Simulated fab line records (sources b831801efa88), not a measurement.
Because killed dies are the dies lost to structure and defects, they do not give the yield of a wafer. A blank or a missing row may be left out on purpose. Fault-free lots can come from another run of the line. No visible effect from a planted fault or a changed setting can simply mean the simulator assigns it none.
fab line records || flow sky130 || part 2 of 2: steps 21 to 21 of 21
record {"lots": 7, "wafers": 21, "last_day": 50}
route steps=708 shown LI_CONTACT@383 LOCAL_INTERCONNECT@387 PAD_OPEN@708
lots untouched by any fault: they come from a run of this same line in which no faults occurred
start_h: hours from the record's opening day to when the first of the lot's shown wafers began || wait_h: hours from the lot's prior step to this one || " unchanged from the row above || L1.1+2: a single row standing in for several wafers || - value missing, or start not given || * or withheld: withheld || < > ~ a bound
route shown NAME@n: NAME is a module with steps in the file, n the number in the route of the first one || usual: average and standard deviation across the fault-free wafers || same: alike in all rows || chamber/n: place in a boat || sites: each site's reading || _std_site: the standard deviation of these || _edge_site: mean of outer sites minus mean of inner sites || radius_mm: how far each site lies from the wafer's centre || mask NAME#n: copy n || behind: the tool/chamber that last shaped the wafer || hold: reason for holding the lot/hours on hold/outcome of the hold || device: transistor that didn't switch, given as n, p or np || end of line: at the end of the route, the tests of the same wafers || for a step that has no rows: nothing shown but its recipe || killed: at the first sort, the dies lost to defects and structure; wafer yield is something else || map: a wafer's dies, marking killed ones x, the rest . and places with no die _
set.NAME: the setting that was run; set.NAME@STEP: the one run at that earlier step || model.NAME: the simulator's own value behind a step, which no gauge read
a table for each step, a row for each wafer; lots at some steps of the route
services: the hour from which a tool's chamber was out of use, counted from the record's first day as start_h (under 0 if before that day), plus the number of hours and why
## steps
# step SKY_PAD_OPEN_PROBE_99
# usual {"killed_at_M0_to_M3": "43/7.2", "killed_at_M4_up": "3.1/1.8", "killed_at_contacts": "24/5.4", "killed_at_front_end": "15/4.4", "killed_at_other": "0.4/0.56", "killed_dies": "86/9.3", "killed_open": "47/6.9", "killed_short": "39/6.6"}
# same {"gross_dies": 492, "killed_at_back_side": 0}
{"lot.wafer": "L872.2", "tool": "prober-02", "chamber": "-", "start_h": 1104.16, "wait_h": 0.1, "killed_at_M0_to_M3": 43, "killed_at_M4_up": 2, "killed_at_contacts": 24, "killed_at_front_end": 20, "killed_at_other": 1, "killed_dies": 90, "killed_open": 45, "killed_short": 45, "model.etest.res_li.line_ohm_um": 77.36}
{"lot.wafer": "L872.4", "tool": "prober-02", "chamber": "-", "start_h": 1104.26, "wait_h": 0.2, "killed_at_M0_to_M3": 35, "killed_at_M4_up": 3, "killed_at_contacts": 19, "killed_at_front_end": 19, "killed_at_other": 1, "killed_dies": 77, "killed_open": 45, "killed_short": 32, "model.etest.res_li.line_ohm_um": 78.76}
{"lot.wafer": "L872.6", "tool": "prober-02", "chamber": "-", "start_h": 1104.36, "wait_h": 0.2, "killed_at_M0_to_M3": 40, "killed_at_M4_up": 2, "killed_at_contacts": 16, "killed_at_front_end": 18, "killed_at_other": 0, "killed_dies": 76, "killed_open": 40, "killed_short": 36, "model.etest.res_li.line_ohm_um": 78.09}
{"lot.wafer": "L874.3", "tool": "prober-02", "chamber": "-", "start_h": 1121.17, "wait_h": 0.2, "killed_at_M0_to_M3": 30, "killed_at_M4_up": 1, "killed_at_contacts": 26, "killed_at_front_end": 9, "killed_at_other": 0, "killed_dies": 66, "killed_open": 31, "killed_short": 35, "model.etest.res_li.line_ohm_um": 75.12}
{"lot.wafer": "L874.4", "tool": "prober-02", "chamber": "-", "start_h": 1121.22, "wait_h": 0.2, "killed_at_M0_to_M3": 50, "killed_at_M4_up": 0, "killed_at_contacts": 23, "killed_at_front_end": 11, "killed_at_other": 0, "killed_dies": 84, "killed_open": 53, "killed_short": 31, "model.etest.res_li.line_ohm_um": 76.8}
{"lot.wafer": "L874.6", "tool": "prober-02", "chamber": "-", "start_h": 1121.32, "wait_h": 0.2, "killed_at_M0_to_M3": 51, "killed_at_M4_up": 2, "killed_at_contacts": 32, "killed_at_front_end": 14, "killed_at_other": 1, "killed_dies": 100, "killed_open": 46, "killed_short": 54, "model.etest.res_li.line_ohm_um": 76.09}
{"lot.wafer": "L879.2", "tool": "prober-01", "chamber": "-", "start_h": 1152.32, "wait_h": 0.1, "killed_at_M0_to_M3": 47, "killed_at_M4_up": 3, "killed_at_contacts": 19, "killed_at_front_end": 19, "killed_at_other": 1, "killed_dies": 89, "killed_open": 44, "killed_short": 44, "model.etest.res_li.line_ohm_um": 69.66}
{"lot.wafer": "L879.3", "tool": "prober-01", "chamber": "-", "start_h": 1152.37, "wait_h": 0.2, "killed_at_M0_to_M3": 51, "killed_at_M4_up": 0, "killed_at_contacts": 18, "killed_at_front_end": 16, "killed_at_other": 0, "killed_dies": 85, "killed_open": 43, "killed_short": 42, "model.etest.res_li.line_ohm_um": 71.48}
{"lot.wafer": "L879.5", "tool": "prober-01", "chamber": "-", "start_h": 1152.47, "wait_h": 0.2, "killed_at_M0_to_M3": 34, "killed_at_M4_up": 4, "killed_at_contacts": 26, "killed_at_front_end": 16, "killed_at_other": 1, "killed_dies": 81, "killed_open": 36, "killed_short": 44, "model.etest.res_li.line_ohm_um": 70.3}
{"lot.wafer": "L880.1", "tool": "prober-02", "chamber": "-", "start_h": 1158.55, "wait_h": 0.1, "killed_at_M0_to_M3": 33, "killed_at_M4_up": 4, "killed_at_contacts": 26, "killed_at_front_end": 12, "killed_at_other": 2, "killed_dies": 77, "killed_open": 45, "killed_short": 31, "model.etest.res_li.line_ohm_um": 72.26}
{"lot.wafer": "L880.2", "tool": "prober-02", "chamber": "-", "start_h": 1158.60, "wait_h": 0.1, "killed_at_M0_to_M3": 39, "killed_at_M4_up": 1, "killed_at_contacts": 34, "killed_at_front_end": 24, "killed_at_other": 0, "killed_dies": 98, "killed_open": 59, "killed_short": 39, "model.etest.res_li.line_ohm_um": 72.35}
{"lot.wafer": "L880.4", "tool": "prober-02", "chamber": "-", "start_h": 1158.70, "wait_h": 0.2, "killed_at_M0_to_M3": 42, "killed_at_M4_up": 1, "killed_at_contacts": 33, "killed_at_front_end": 19, "killed_at_other": 0, "killed_dies": 95, "killed_open": 55, "killed_short": 40, "model.etest.res_li.line_ohm_um": 70.31}
{"lot.wafer": "L881.2", "tool": "prober-01", "chamber": "-", "start_h": 1161.97, "wait_h": 0.1, "killed_at_M0_to_M3": 37, "killed_at_M4_up": 1, "killed_at_contacts": 33, "killed_at_front_end": 21, "killed_at_other": 0, "killed_dies": 92, "killed_open": 50, "killed_short": 41, "model.etest.res_li.line_ohm_um": 71.56}
{"lot.wafer": "L881.5", "tool": "prober-01", "chamber": "-", "start_h": 1162.12, "wait_h": 0.2, "killed_at_M0_to_M3": 47, "killed_at_M4_up": 5, "killed_at_contacts": 23, "killed_at_front_end": 14, "killed_at_other": 0, "killed_dies": 89, "killed_open": 43, "killed_short": 45, "model.etest.res_li.line_ohm_um": 71.69}
{"lot.wafer": "L881.6", "tool": "prober-01", "chamber": "-", "start_h": 1162.17, "wait_h": 0.2, "killed_at_M0_to_M3": 51, "killed_at_M4_up": 4, "killed_at_contacts": 19, "killed_at_front_end": 18, "killed_at_other": 0, "killed_dies": 92, "killed_open": 45, "killed_short": 45, "model.etest.res_li.line_ohm_um": 71.24}
{"lot.wafer": "L887.1", "tool": "prober-01", "chamber": "-", "start_h": 1184.60, "wait_h": 0.1, "killed_at_M0_to_M3": 41, "killed_at_M4_up": 3, "killed_at_contacts": 20, "killed_at_front_end": 10, "killed_at_other": 0, "killed_dies": 74, "killed_open": 36, "killed_short": 38, "model.etest.res_li.line_ohm_um": 74.83}
{"lot.wafer": "L887.4", "tool": "prober-01", "chamber": "-", "start_h": 1184.75, "wait_h": 0.2, "killed_at_M0_to_M3": 46, "killed_at_M4_up": 2, "killed_at_contacts": 21, "killed_at_front_end": 12, "killed_at_other": 1, "killed_dies": 82, "killed_open": 48, "killed_short": 34, "model.etest.res_li.line_ohm_um": 74.43}
{"lot.wafer": "L887.6", "tool": "prober-01", "chamber": "-", "start_h": 1184.85, "wait_h": 0.2, "killed_at_M0_to_M3": 36, "killed_at_M4_up": 3, "killed_at_contacts": 28, "killed_at_front_end": 14, "killed_at_other": 1, "killed_dies": 82, "killed_open": 52, "killed_short": 30, "model.etest.res_li.line_ohm_um": 74.82}
{"lot.wafer": "L889.2", "tool": "prober-01", "chamber": "-", "start_h": 1196.75, "wait_h": 0.1, "killed_at_M0_to_M3": 35, "killed_at_M4_up": 5, "killed_at_contacts": 14, "killed_at_front_end": 18, "killed_at_other": 2, "killed_dies": 74, "killed_open": 44, "killed_short": 28, "model.etest.res_li.line_ohm_um": 74.25}
{"lot.wafer": "L889.5", "tool": "prober-01", "chamber": "-", "start_h": 1196.90, "wait_h": 0.2, "killed_at_M0_to_M3": 44, "killed_at_M4_up": 6, "killed_at_contacts": 16, "killed_at_front_end": 12, "killed_at_other": 1, "killed_dies": 79, "killed_open": 37, "killed_short": 40, "model.etest.res_li.line_ohm_um": 73.66}
{"lot.wafer": "L889.6", "tool": "prober-01", "chamber": "-", "start_h": 1196.95, "wait_h": 0.2, "killed_at_M0_to_M3": 36, "killed_at_M4_up": 2, "killed_at_contacts": 29, "killed_at_front_end": 10, "killed_at_other": 1, "killed_dies": 78, "killed_open": 43, "killed_short": 34, "model.etest.res_li.line_ohm_um": 74.02}
# killed by level:class
L872.2 VIA1:geometric_particle:open=9 VIA1:geometric_particle:short=9 LI_CONTACT:geometric_particle:open=8 CONTACT:geometric_particle:open=8 VIA2:geometric_particle:open=7 FIELD_ISO:geometric_particle:short=4 VIA2:geometric_particle:short=4 CONTACT:geometric_particle:short=4
L872.4 CONTACT:geometric_particle:open=9 FIELD_ISO:geometric_particle:short=8 VIA1:geometric_particle:open=7 LI_CONTACT:geometric_particle:open=6 METAL2:geometric_particle:short=6 VIA2:geometric_particle:open=6 POLY_GATE:geometric_particle:open=5 VIA1:geometric_particle:short=4
L872.6 VIA1:geometric_particle:open=10 VIA2:geometric_particle:open=8 CONTACT:geometric_particle:open=6 FIELD_ISO:geometric_particle:open=5 CONTACT:geometric_particle:short=5 FIELD_ISO:geometric_particle:short=4 POLY_GATE:geometric_particle:short=4 VIA1:geometric_particle:short=4
L874.3 LI_CONTACT:geometric_particle:open=9 VIA1:geometric_particle:open=7 CONTACT:geometric_particle:open=6 LI_CONTACT:geometric_particle:short=5 VIA1:geometric_particle:short=5 LOCAL_INTERCONNECT:geometric_particle:short=5 METAL2:geometric_particle:short=4 FIELD_ISO:geometric_particle:short=3
L874.4 VIA1:geometric_particle:open=13 CONTACT:geometric_particle:open=9 LI_CONTACT:geometric_particle:open=7 VIA2:geometric_particle:open=7 VIA3:geometric_particle:open=6 VIA1:geometric_particle:short=5 POLY_GATE:geometric_particle:short=4 CONTACT:geometric_particle:short=4
L874.6 VIA1:geometric_particle:open=16 LOCAL_INTERCONNECT:geometric_particle:short=10 CONTACT:geometric_particle:open=9 METAL2:geometric_particle:short=7 CONTACT:geometric_particle:short=6 FIELD_ISO:geometric_particle:short=6 VIA2:geometric_particle:open=6 VIA1:geometric_particle:short=5
L879.2 VIA1:geometric_particle:open=11 VIA3:geometric_particle:open=8 METAL1:geometric_particle:short=7 LI_CONTACT:geometric_particle:open=7 FIELD_ISO:geometric_particle:short=5 POLY_GATE:geometric_particle:open=5 METAL2:geometric_particle:short=5 FIELD_ISO:geometric_particle:open=4
L879.3 VIA1:geometric_particle:open=14 VIA2:geometric_particle:open=9 METAL2:geometric_particle:short=8 LI_CONTACT:geometric_particle:short=6 CONTACT:geometric_particle:open=6 POLY_GATE:geometric_particle:short=5 VIA3:geometric_particle:open=5 POLY_GATE:geometric_particle:open=4
L879.5 LI_CONTACT:geometric_particle:open=9 VIA1:geometric_particle:open=8 FIELD_ISO:geometric_particle:short=7 LOCAL_INTERCONNECT:geometric_particle:short=7 CONTACT:geometric_particle:short=6 METAL1:geometric_particle:short=5 VIA2:geometric_particle:open=5 VIA1:geometric_particle:short=4
L880.1 VIA2:geometric_particle:open=11 CONTACT:geometric_particle:open=8 VIA1:geometric_particle:open=7 CONTACT:geometric_particle:short=6 LI_CONTACT:geometric_particle:open=5 FIELD_ISO:geometric_particle:short=4 POLY_GATE:geometric_particle:open=4 VIA3:geometric_particle:open=4
L880.2 VIA1:geometric_particle:open=11 CONTACT:geometric_particle:open=10 LI_CONTACT:geometric_particle:open=9 FIELD_ISO:geometric_particle:open=6 POLY_GATE:geometric_particle:open=6 CONTACT:geometric_particle:short=6 VIA2:geometric_particle:open=6 POLY_GATE:geometric_particle:short=5
L880.4 LI_CONTACT:geometric_particle:open=9 CONTACT:geometric_particle:open=9 VIA2:geometric_particle:open=9 VIA1:geometric_particle:open=8 VIA2:geometric_particle:short=7 FIELD_ISO:geometric_particle:open=6 CONTACT:geometric_particle:short=6 METAL1:geometric_particle:short=6
L881.2 CONTACT:geometric_particle:open=13 VIA3:geometric_particle:open=9 LOCAL_INTERCONNECT:geometric_particle:short=7 VIA1:geometric_particle:open=7 CONTACT:geometric_particle:short=6 FIELD_ISO:geometric_particle:short=5 VIA2:geometric_particle:open=5 FIELD_ISO:geometric_particle:open=4
L881.5 VIA1:geometric_particle:open=11 VIA3:geometric_particle:open=8 CONTACT:geometric_particle:short=7 VIA2:geometric_particle:open=7 METAL2:geometric_particle:short=6 FIELD_ISO:geometric_particle:short=4 LI_CONTACT:geometric_particle:short=4 CONTACT:geometric_particle:open=4
L881.6 VIA1:geometric_particle:open=16 VIA2:geometric_particle:open=9 CONTACT:geometric_particle:short=8 CONTACT:geometric_particle:open=8 VIA3:geometric_particle:short=5 POLY_GATE:geometric_particle:short=4 VIA1:geometric_particle:short=4 METAL4:geometric_particle:short=4
L887.1 VIA1:geometric_particle:open=10 LI_CONTACT:geometric_particle:open=6 VIA3:geometric_particle:open=6 CONTACT:geometric_particle:open=5 METAL1:geometric_particle:short=5 METAL2:geometric_particle:short=5 FIELD_ISO:geometric_particle:short=4 CONTACT:geometric_particle:short=4
L887.4 VIA1:geometric_particle:open=8 VIA2:geometric_particle:open=8 VIA3:geometric_particle:open=6 CONTACT:geometric_particle:open=6 METAL2:geometric_particle:short=6 VIA2:geometric_particle:short=6 LOCAL_INTERCONNECT:geometric_particle:short=5 LI_CONTACT:geometric_particle:open=5
L887.6 VIA1:geometric_particle:open=11 LI_CONTACT:geometric_particle:open=10 CONTACT:geometric_particle:open=9 METAL2:geometric_particle:short=6 POLY_GATE:geometric_particle:open=4 LI_CONTACT:geometric_particle:short=4 FIELD_ISO:geometric_particle:open=3 LOCAL_INTERCONNECT:geometric_particle:short=3
L889.2 VIA1:geometric_particle:open=9 LI_CONTACT:geometric_particle:open=8 POLY_GATE:geometric_particle:open=6 VIA2:geometric_particle:open=5 VIA1:geometric_particle:short=4 VIA3:geometric_particle:open=4 FIELD_ISO:geometric_particle:short=3 METAL1:geometric_particle:short=3
L889.5 VIA3:geometric_particle:open=7 VIA2:geometric_particle:open=7 VIA1:geometric_particle:open=6 LI_CONTACT:geometric_particle:open=5 VIA2:geometric_particle:short=5 FIELD_ISO:geometric_particle:open=4 LOCAL_INTERCONNECT:geometric_particle:short=4 METAL1:geometric_particle:short=4
L889.6 CONTACT:geometric_particle:open=10 VIA3:geometric_particle:open=10 VIA1:geometric_particle:open=9 LI_CONTACT:geometric_particle:open=7 CONTACT:geometric_particle:short=6 POLY_GATE:geometric_particle:open=4 FIELD_ISO:geometric_particle:short=3 LI_CONTACT:geometric_particle:short=3
## services
{"tool": "rie_metal-04", "chamber": "-", "start_h": 694.12, "hours": 14.6, "kind": "pm"}
{"tool": "cvd_w-01", "chamber": "-", "start_h": 695.36, "hours": 6.0, "kind": "pm"}
{"tool": "krf_scanner-01", "chamber": "-", "start_h": 700.34, "hours": 1.4, "kind": "repair"}
{"tool": "cvd_w-01", "chamber": 1, "start_h": 705.46, "hours": 6.7, "kind": "repair"}
{"tool": "krf_scanner-02", "chamber": "-", "start_h": 705.65, "hours": 1.3, "kind": "pm"}
{"tool": "krf_scanner-02", "chamber": "-", "start_h": 709.85, "hours": 0.8, "kind": "repair"}
{"tool": "krf_scanner-01", "chamber": "-", "start_h": 715.58, "hours": 1.3, "kind": "pm"}
{"tool": "plasma_asher-01", "chamber": "-", "start_h": 733.75, "hours": 9.0, "kind": "pm"}
{"tool": "krf_scanner-01", "chamber": "-", "start_h": 740.77, "hours": 0.5, "kind": "repair"}
{"tool": "krf_scanner-02", "chamber": "-", "start_h": 747.12, "hours": 0.8, "kind": "pm"}
{"tool": "cvd_w-02", "chamber": "-", "start_h": 756.06, "hours": 2.8, "kind": "pm"}
{"tool": "krf_scanner-02", "chamber": "-", "start_h": 771.91, "hours": 1.0, "kind": "pm"}
{"tool": "krf_scanner-01", "chamber": "-", "start_h": 775.25, "hours": 4.0, "kind": "pm"}
{"tool": "pvd_sputter-04", "chamber": "-", "start_h": 778.00, "hours": 1.4, "kind": "repair"}
{"tool": "krf_scanner-01", "chamber": "-", "start_h": 779.27, "hours": 1.0, "kind": "pm"}
{"tool": "krf_scanner-01", "chamber": "-", "start_h": 780.27, "hours": 0.8, "kind": "pm"}
{"tool": "cmp-01", "chamber": "-", "start_h": 813.18, "hours": 3.9, "kind": "repair"}
{"tool": "cmp-01", "chamber": "-", "start_h": 817.03, "hours": 3.9, "kind": "pm"}
{"tool": "cvd_w-01", "chamber": "-", "start_h": 820.41, "hours": 2.8, "kind": "pm"}
{"tool": "rie_metal-03", "chamber": 0, "start_h": 822.05, "hours": 2.0, "kind": "repair"}
{"tool": "cmp-01", "chamber": "-", "start_h": 836.72, "hours": 1.8, "kind": "repair"}
{"tool": "cmp-01", "chamber": "-", "start_h": 859.78, "hours": 1.6, "kind": "repair"}
{"tool": "cmp-01", "chamber": "-", "start_h": 862.84, "hours": 0.2, "kind": "repair"}
{"tool": "rie_metal-04", "chamber": "-", "start_h": 864.12, "hours": 1.4, "kind": "pm"}
## key
first_sign {"step": "SKY_LOCAL_INTERCONNECT_EXPOSE_08", "reading": "exposure_dose_mJ_cm2", "direction": "down", "sigmas": 40, "usual": "*", "struck": "*"}
effect {"step": "SKY_LOCAL_INTERCONNECT_CD_MEAS_11", "reading": "visit", "direction": "added", "through": "control_loop"}
model_effect {"step": "SKY_LOCAL_INTERCONNECT_ETCH_13", "value": "LOCAL_INTERCONNECT.cd_nm", "without": 169.5, "struck": 177.4}
model_effect {"step": "SKY_LOCAL_INTERCONNECT_METAL_ETCH_14", "value": "LOCAL_INTERCONNECT.cd_nm", "without": 169.8, "struck": 177.8}
model_effect {"step": "SKY_PAD_OPEN_PROBE_99", "value": "etest.res_li.line_ohm_um", "without": 74.52, "struck": 71.21}
met_at SKY_LOCAL_INTERCONNECT_EXPOSE_08
struck_wafers L879.2,L879.3,L879.5,L880.1,L880.2,L880.4,L881.2,L881.5,L881.6
tester_left_out L879,L880,L881
loop_trim {"step": "SKY_LOCAL_INTERCONNECT_EXPOSE_08", "setting": "dose", "lots": "L881"}
onset_between 731.86 796.86
fault {"kind": "process_parameter_drift", "tool": "krf_scanner-01", "chamber": "-", "onset_h": 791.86, "steps": "SKY_LOCAL_INTERCONNECT_EXPOSE_08", "channel": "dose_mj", "offset": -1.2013, "shape": "step", "acts_in": "these_recipes_only", "stated": 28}
# tester_left_out: of these lots the tester's yield and bins aren't shown, on N5 and GAA mostly nor the transistor test; their killed dies are dies lost to structure and defects alone, not to doping, threshold or leakage, so they don't give the yield
# loop_trim: a control loop set the setting to another value than it would have without faults
